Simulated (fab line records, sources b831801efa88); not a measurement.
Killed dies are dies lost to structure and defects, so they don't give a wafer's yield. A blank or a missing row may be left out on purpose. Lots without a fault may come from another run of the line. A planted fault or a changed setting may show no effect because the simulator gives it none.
A struck lot beside a sound one | flow sky130 | 19 steps out of a route of 708
Sound: wafers L836.1, L836.2, L836.4. Struck: wafers L843.3, L843.5, L843.6. The cause comes at the end.
At each step with rows: each side's tool, then ch and its chambers, then its first start. Under that, the readings that differ: sound wafers | struck wafers | difference of the means | sigmas: that difference in standard deviations of wafers without a fault.
alike: readings whose means differ by less than 2 such deviations, and words and numbers that are the same on both sides. not compared: withheld readings, readings that some wafer has no value for, bounds like >300 that may hide the same value, and numbers for which the record gives no deviation and whose values overlap.
The two part at a step that has a row with sigmas, a row that says differs or no value, or rows on one side only. Numbers that don't overlap but have no deviation are shown without sigmas and don't part them. A reading that every wafer of one side lacks parts them only if that side has two wafers or more.

first, 1 step without rows for these wafers: SKY_RES_XHIGH_IMPLANT_07.
SKY_RES_XHIGH_STRIP_08: strips in O2/N2.
  sound on plasma_asher-01 ch 0,1, day 31 02:58; struck on plasma_asher-03 ch 0,1, day 33 03:46
  alike: drypump_motor_current_A, oes_product_au, strip_time_to_endpoint_s
  not compared: rf_hours_counter_h
SKY_RES_XHIGH_TW_MEAS_09:
  sound on film_metro-04, day 31 03:04; struck on film_metro-04, day 33 03:52
  alike: RES_XHIGH_TW
then, 7 steps without rows for these wafers: SKY_SD_N_DEHYDRATE_00 (time 60 s); SKY_SD_N_HMDS_01 (prime time 60 s); SKY_SD_N_COAT_02 (resist thk 1140 nm); SKY_SD_N_SOFTBAKE_03 (time 60 s); SKY_SD_N_EXPOSE_04 (exposes mask NSDM, target cd 380 nm); SKY_SD_N_PEB_05; SKY_SD_N_DEVELOP_06 (develop time 60 s).
SKY_SD_N_CD_MEAS_07: target cd 380 nm.
  sound on cd_sem-01, day 32 06:40; struck on cd_sem-01, day 34 05:53
  alike: cd_nm
SKY_SD_N_OVL_MEAS_08:
  sound on overlay-02, day 32 06:47; struck on overlay-02, day 34 05:59
  alike: SD_N_OVL
SKY_SD_N_IMPLANT_09:
  sound on implanter-02 ch 0, day 32 06:49; struck on implanter-01 ch 0, day 34 06:04
  reading                   | sound                | struck               | difference | sigmas
  beam_energy_keV           | 50.020 50.005 50.002 | 68.308 68.308 68.298 | +18.296    | +99 or more
  model.implant.rp_nm (nm)  | 33.52 33.52 33.52    | 40.59 40.59 40.59    | +7.07      |
  model.implant.drp_nm (nm) | 14.11 14.11 14.11    | 17.9 17.9 17.9       | +3.8       |
then, 1 step without rows for these wafers: SKY_SD_N_IMPLANT_10.
SKY_SD_N_STRIP_11: strips in O2/N2.
  sound on plasma_asher-01 ch 0,1, day 32 07:07; struck on plasma_asher-02 ch 0,1, day 34 06:20
  reading                      | sound             | struck            | difference | sigmas
  oes_product_au (a.u.)        | 0.529 0.527 0.531 | 0.487 0.498 0.495 | -0.036     | -8
  strip_time_to_endpoint_s (s) | 22.44 22.45 22.47 | 25.24 25.25 25.23 | +2.79      | +70
  alike: drypump_motor_current_A
  not compared: rf_hours_counter_h
SKY_SD_N_TW_MEAS_12:
  sound on film_metro-03, day 32 07:13; struck on film_metro-04, day 34 06:39
  reading | sound          | struck         | difference | sigmas
  SD_N_TW | 4003 3981 4003 | 4341 4322 4356 | +344       | +12
  not compared: hold
SKY_SD_N_RTA_14: time 2 s.
  sound on rtp_anneal-01 ch 0, day 32 07:20; struck on rtp_anneal-01 ch 0, day 34 08:28
  alike: lamp_power_pct, wafer_temp_C_max
SKY_SD_N_RS_MEAS_16: measures by four-point-probe.
  sound on film_metro-04, day 32 07:30; struck on film_metro-03, day 34 08:59
  reading          | sound             | struck            | difference | sigmas
  SD_N_RS (ohm/sq) | 68.59 68.74 68.46 | 57.98 58.00 57.84 | -10.66     | -82
  not compared: hold
then, 1 step without rows for these wafers: SKY_PAD_OPEN_PROBE_99.

WHERE THEY PART
First at SKY_SD_N_IMPLANT_09; last, within this record, at SKY_SD_N_RS_MEAS_16.

WHY: what the simulator had put in
Process parameter drift: implanter-01, from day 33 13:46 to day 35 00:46, at SKY_SD_N_IMPLANT_09. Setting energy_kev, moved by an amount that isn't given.
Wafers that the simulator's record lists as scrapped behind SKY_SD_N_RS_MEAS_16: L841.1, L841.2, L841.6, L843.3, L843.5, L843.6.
